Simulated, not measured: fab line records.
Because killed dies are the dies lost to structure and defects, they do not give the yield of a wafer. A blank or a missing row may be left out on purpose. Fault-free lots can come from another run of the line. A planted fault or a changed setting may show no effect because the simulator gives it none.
Split-lot study	flow gf180mcu	5 lots, 23 wafers read, on a route of 602 steps

THE SPLIT ITSELF
At GF_PSD_IMPLANT_09, the setting energy kev was moved away from the recipe's 40 on 5 of the 23 wafers read, by -7.2% to -2.4%. The other wafers ran this setting at the recipe's value.

FROM THE SPLIT TO THE READING: what the file shows between them, 4 steps
- GF_PSD_STRIP_10: strips in O2/N2
- GF_PSD_CLEAN_12: cleans in SC1/SC2, time 150 s
- GF_PSD_RTA_13: time 20 s
- GF_PSD_RS_MEAS_14: measures by four-point-probe

THE READING
Measured at GF_PSD_RS_MEAS_15 by four-point probe: PSD_RS, in ohm/sq. On this fab line, fault-free wafers typically give 108.45 ohm/sq with a standard deviation of 0.23 ohm/sq.

wafer	tool, chamber at the split	energy kev as run	against the recipe	PSD_RS, ohm/sq	against lot-mates on the recipe
L074.1	implanter-03, 0	39.03	-2.4%	109.63	+0.94
L074.3	implanter-03, 0	39.03	-2.4%	109.88	+1.19
L074.4	implanter-03, 0	40	recipe	108.62	-
L074.5	implanter-03, 0	39.03	-2.4%	109.48	+0.79
L074.6	implanter-03, 0	40	recipe	108.76	-
L076.1	implanter-01, 0	40	recipe	108.62	-
L076.4	implanter-01, 0	40	recipe	108.34	-
L076.5	implanter-01, 0	40	recipe	108.84	-
L080.1	implanter-02, 0	40	recipe	108.66	-
L080.2	implanter-02, 0	40	recipe	108.47	-
L080.4	implanter-02, 0	40	recipe	108.58	-
L080.5	implanter-02, 0	40	recipe	108.50	-
L080.6	implanter-02, 0	40	recipe	108.63	-
L083.1	implanter-02, 0	40	recipe	107.85	-
L083.2	implanter-02, 0	37.12	-7.2%	112.17	+4.31
L083.3	implanter-02, 0	37.12	-7.2%	112.40	+4.54
L083.4	implanter-02, 0	40	recipe	107.93	-
L083.6	implanter-02, 0	40	recipe	107.81	-
L085.1	implanter-03, 0	40	recipe	108.47	-
L085.2	implanter-03, 0	40	recipe	108.80	-
L085.4	implanter-03, 0	40	recipe	108.45	-
L085.5	implanter-03, 0	40	recipe	108.66	-
L085.6	implanter-03, 0	40	recipe	108.55	-

FIT RESULTS
A straight line over all 23 wafers: PSD_RS changes by -0.525 ohm/sq for each +1% of energy kev; r = -0.97; the points scatter about the line by 0.29 ohm/sq.
The same after taking each lot's own level away (the mean of its wafers on the recipe; 23 wafers): -0.591 ohm/sq for each +1%; r = -0.99; scatter 0.22 ohm/sq.
The reading moves by 4.3 ohm/sq for the largest change in energy kev, on that fit.
Measured against the standard deviation above, the lots' own levels, which go from 107.863 to 108.690 ohm/sq, span 3.6 times it.
So the slope is not independent of the lot-to-lot level: the two fits are not the same.
Check: with one of the wafers moved furthest among these (-7.2%) left out of the fit, the line predicts +4.14 ohm/sq for it against its lot-mates. It came out at +4.31 ohm/sq against them.

THE WHOLE CHAIN: every reading that the file lists as answering this split, in the file's order
step	what it does	reading	change (the file's fit)	r (the file's)
GF_PSD_IMPLANT_09		implant.rp nm (the simulator's own value, which no gauge read)	+0.251 nm for each +1% of the setting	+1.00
GF_PSD_IMPLANT_09		implant.drp nm (the simulator's own value, which no gauge read)	+0.112 nm for each +1% of the setting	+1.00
GF_PSD_STRIP_10	strips in O2/N2	strip time to endpoint s	withheld for each +1% of the setting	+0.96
GF_PSD_RS_MEAS_15	measures by four-point-probe	PSD_RS	-0.592 for each +1% of the setting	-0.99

THE FILE'S OWN FIT
PSD_RS changes by -0.592 ohm/sq for each +1% of energy kev, r = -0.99.
